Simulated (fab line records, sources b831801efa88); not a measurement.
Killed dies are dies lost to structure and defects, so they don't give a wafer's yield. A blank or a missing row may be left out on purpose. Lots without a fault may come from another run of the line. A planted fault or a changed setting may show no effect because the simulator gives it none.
Chamber matching | flow sky130 | SKY_VIA4_CMP_21 on cmp-01: 4 sister chambers
The step polishes, stops on SiO2, t overpolish 25 s, target thk 0 nm. 4 wafers are shown with their chamber, then 8 later ones without.

WAFERS WITH THEIR CHAMBER
wafer  | chamber | motor_current_A (A)
L605.6 | 3       | 12.2
L606.2 | 0       | 10.6
L606.6 | 2       | 8.3
L607.2 | 1       | 10.2

WAFERS WITHOUT THEIR CHAMBER
wafer  | motor_current_A (A)
L607.3 | 8.0
L607.4 | 12.0
L608.3 | 10.4
L608.4 | 11.5
L608.5 | 11.2
L609.1 | 11.1
L609.4 | 11.6
L609.5 | 11.7

WHICH CHAMBER EACH WENT THROUGH
wafer  | from the rows above          | in truth
L607.3 | 2                            | 2
L607.4 | 3                            | 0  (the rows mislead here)
L608.3 | can't be placed: 0 or 1      | 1
L608.4 | can't be placed: 3 or 0 or 1 | 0
L608.5 | can't be placed: 0 or 1 or 3 | 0
L609.1 | can't be placed: 0 or 1 or 3 | 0
L609.4 | can't be placed: 3 or 0 or 1 | 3
L609.5 | can't be placed: 3 or 0      | 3
Placed correctly: 1 of 8. Can't be placed from these rows: 6 (the true chamber is among the candidates in 6). Placed wrongly: 1.
How it was worked out, from the rows above alone: a wafer's distance from a chamber is the root of the sum, over the readings, of the square of ((its reading less the chamber's mean) divided by the reading's scatter). The wafer belongs to the nearest chamber; if the next one is less than 2 further off, it can't be placed. A chamber's mean is the mean of its shown wafers. The scatter: with one shown wafer a chamber, the root of the mean of the squares of how far each hidden wafer lies from its nearest shown one.
